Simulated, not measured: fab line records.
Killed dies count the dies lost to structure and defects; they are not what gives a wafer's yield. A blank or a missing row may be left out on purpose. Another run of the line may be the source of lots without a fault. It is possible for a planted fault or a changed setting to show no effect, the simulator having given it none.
Which tool was responsible? -- flow gf180mcu -- 13 lots with 39 wafers sampled at 4 steps, on a route of 602 steps

== WHAT EACH GAUGE READ, for each wafer ==
GF_V5_BOW_MEAS_05. Usual: for V5_BOW the level is 132 um and the standard deviation is 11.
lot,measured,on,V5_BOW (um),flag
L362,day 26 05:02,film metro-04,134 136 144,
L363,day 27 07:24,film metro-04,135 135 143,
L365,day 27 20:56,film metro-02,132 124 133,
L366,day 28 11:14,film metro-04,148 155 157,
L368,day 28 19:35,film metro-02,127 123 137,
L367,day 29 03:20,film metro-03,135 133 138,
L369,day 29 07:42,film metro-03,114 125 117,
L370,day 29 08:39,film metro-04,159 136 142,
L371,day 29 15:23,film metro-02,132 140 131,
L372,day 30 00:37,film metro-03,130 136 129,
L374,day 30 12:12,film metro-04,107 107 105,
L376,day 31 05:52,film metro-02,130 128 131,
L381,day 32 10:11,film metro-04,130 147 138,

GF_PASSIVATION_THK_MEAS_01. Usual: for PASSIVATION_CVD_00_THK the level is 1002 nm and the standard deviation is 12.
lot,measured,on,PASSIVATION_CVD_00_THK (nm),flag
L362,day 28 00:57,film metro-01,971 988 987,
L363,day 29 00:58,film metro-03,995 993 1017,
L365,day 29 15:29,film metro-01,991 995 1012,
L366,day 30 03:37,film metro-03,988 994 1011,
L368,day 30 11:23,film metro-03,1007 1005 1015,
L367,day 30 19:22,film metro-03,999 992 1016,
L369,day 30 22:32,film metro-01,1007 994 1028,
L370,day 30 23:51,film metro-01,1006 1018 996,
L371,day 31 06:23,film metro-04,993 991 989,
L372,day 31 14:51,film metro-04,1010 1020 1027,
L374,day 32 02:52,film metro-03,987 987 1004,
L376,day 32 18:58,film metro-01,989 1004 1018,
L381,day 33 21:29,film metro-03,996 1007 1032,

== WHICH TOOL RAN EACH LOT (tool, then ch and the chambers of the sampled wafers, then the start) ==
lot,GF_V4_SPUTTER_22,GF_MIM_SPUTTER_04
L362,"pvd sputter-03, day 24 22:47","pvd sputter-02, day 24 23:35"
L363,"pvd sputter-04, day 25 20:16","pvd sputter-01, day 25 21:11"
L365,"pvd sputter-01, day 26 01:58","pvd sputter-02, day 26 02:54"
L366,"pvd sputter-01, day 26 16:06","pvd sputter-02, day 26 16:55"
L368,"pvd sputter-04, day 27 00:28","pvd sputter-02, day 27 01:16"
L367,"pvd sputter-01, day 27 09:17","pvd sputter-04, day 27 10:06"
L369,"pvd sputter-01, day 27 13:09","pvd sputter-01, day 27 13:58"
L370,"pvd sputter-03, day 27 14:46","pvd sputter-04, day 27 15:34"
L371,"pvd sputter-03, day 27 21:34","pvd sputter-02, day 27 22:22"
L372,"pvd sputter-01, day 28 09:04","pvd sputter-04, day 28 09:53"
L374,"pvd sputter-03, day 28 19:20","pvd sputter-01, day 28 20:22"
L376,"pvd sputter-01, day 29 14:09","pvd sputter-01, day 29 14:58"
L381,"pvd sputter-01, day 30 21:53","pvd sputter-04, day 30 22:42"
- GF_V4_SPUTTER_22: material TiN, target thk 10 nm, time 40 s.
- GF_MIM_SPUTTER_04: material TiN, target thk 50 nm, time 41.7 s.

== WHAT THE TOOLS THEMSELVES READ (means of the sampled wafers that have a number; where no wafer has one, the mark that the record gives instead) ==
GF_V4_SPUTTER_22. Usual: chamber pressure pa 4.999 Pa, standard deviation 0.012; throttle valve pct 30.0 %, standard deviation 0.94.
lot,tool,chamber pressure pa (Pa),throttle valve pct (%),flag
L362,pvd sputter-03,4.997,30.6,
L363,pvd sputter-04,4.995,29.3,
L365,pvd sputter-01,4.997,30.7,
L366,pvd sputter-01,4.997,30.6,
L368,pvd sputter-04,5.008,29.3,
L367,pvd sputter-01,5.002,30.6,
L369,pvd sputter-01,4.992,29.9,
L370,pvd sputter-03,4.992,29.6,
L371,pvd sputter-03,4.985,30.4,
L372,pvd sputter-01,5.001,30.5,
L374,pvd sputter-03,4.999,29.9,
L376,pvd sputter-01,5.000,30.1,
L381,pvd sputter-01,4.992,30.2,

GF_MIM_SPUTTER_04. Usual: chamber pressure pa 0.3998 Pa, standard deviation 0.00088; throttle valve pct 29.8 %, standard deviation 0.91.
lot,tool,chamber pressure pa (Pa),throttle valve pct (%),flag
L362,pvd sputter-02,0.4001,29.4,
L363,pvd sputter-01,0.3998,30.2,
L365,pvd sputter-02,0.3996,29.3,
L366,pvd sputter-02,0.4005,29.3,
L368,pvd sputter-02,0.4004,28.8,
L367,pvd sputter-04,0.3994,29.4,
L369,pvd sputter-01,0.3995,30.0,
L370,pvd sputter-04,0.4004,29.4,
L371,pvd sputter-02,0.3992,30.1,
L372,pvd sputter-04,0.3998,29.2,
L374,pvd sputter-01,0.3989,30.7,
L376,pvd sputter-01,0.3999,30.1,
L381,pvd sputter-04,0.4001,29.2,

== THE ANSWER, worked out from the rows above alone ==
Rule: take the mean of a lot's wafers that have a number; if it is more than 3 standard deviations from the usual mean, the lot is off. Also off: a lot with no number at a reading for which 4 or more lots have one. Any other lot the step has rows for is counted as sound. The gauges are gone through in route order, then the tools' own readings, and for those a lot's mean is taken as printed above. The first step at which some lot is off is used, and at that step the reading that is off furthest; a lot without a number counts as furthest.
No lot is off on any of the readings shown, so nothing can be concluded from this.

== WHAT THE SIMULATOR HAD INSERTED ==
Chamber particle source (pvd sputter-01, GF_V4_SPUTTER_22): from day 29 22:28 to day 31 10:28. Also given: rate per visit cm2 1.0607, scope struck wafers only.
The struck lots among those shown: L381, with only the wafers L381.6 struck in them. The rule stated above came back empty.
